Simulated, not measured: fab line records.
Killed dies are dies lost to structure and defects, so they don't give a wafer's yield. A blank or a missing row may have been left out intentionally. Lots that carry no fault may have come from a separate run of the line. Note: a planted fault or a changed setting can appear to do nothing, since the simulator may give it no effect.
Matching of chambers / flow sfq_line / cmp-01 running SFQ_TRILAYER_I1_CMP_CMP_046: 4 sister chambers
The step polishes SiO2. 4 wafers are shown with their chamber, then 8 later ones without.

== WAFERS, EACH WITH ITS CHAMBER ==
wafer=L788.2; chamber=3; motor_current_A (A)=9.6
wafer=L788.5; chamber=2; motor_current_A (A)=9.2
wafer=L800.4; chamber=1; motor_current_A (A)=11.7
wafer=L801.2; chamber=0; motor_current_A (A)=10.2

== WAFERS WHOSE CHAMBER IS MISSING ==
wafer=L801.4; motor_current_A (A)=11.6
wafer=L801.3; motor_current_A (A)=9.9
wafer=L802.2; motor_current_A (A)=10.2
wafer=L802.3; motor_current_A (A)=11.7
wafer=L802.5; motor_current_A (A)=9.0
wafer=L803.1; motor_current_A (A)=9.5
wafer=L803.4; motor_current_A (A)=11.1
wafer=L803.2; motor_current_A (A)=10.5

== WHICH CHAMBER EACH ONE RAN IN ==
wafer=L801.4; from the rows above=1; in truth=1
wafer=L801.3; from the rows above=can't be placed: 0 or 3 or 2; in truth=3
wafer=L802.2; from the rows above=0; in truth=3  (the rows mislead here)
wafer=L802.3; from the rows above=1; in truth=1
wafer=L802.5; from the rows above=can't be placed: 2 or 3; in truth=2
wafer=L803.1; from the rows above=can't be placed: 3 or 2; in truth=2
wafer=L803.4; from the rows above=can't be placed: 1 or 0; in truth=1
wafer=L803.2; from the rows above=0; in truth=0
3 of 8 placed correctly. From these rows, 4 cannot be placed; in 4 the true chamber is one of the candidates. Number placed wrongly: 1.
How it was worked out, from the rows above alone: a wafer's distance from a chamber is the root of the sum, over the readings, of the square of ((its reading less the chamber's mean) divided by the reading's scatter). The wafer belongs to the nearest chamber; if the next one is less than 2 further off, it can't be placed. A chamber's mean is the mean of its shown wafers. The scatter (one wafer shown for each chamber): square how far every hidden wafer sits from the nearest shown wafer, average those squares and take the square root.
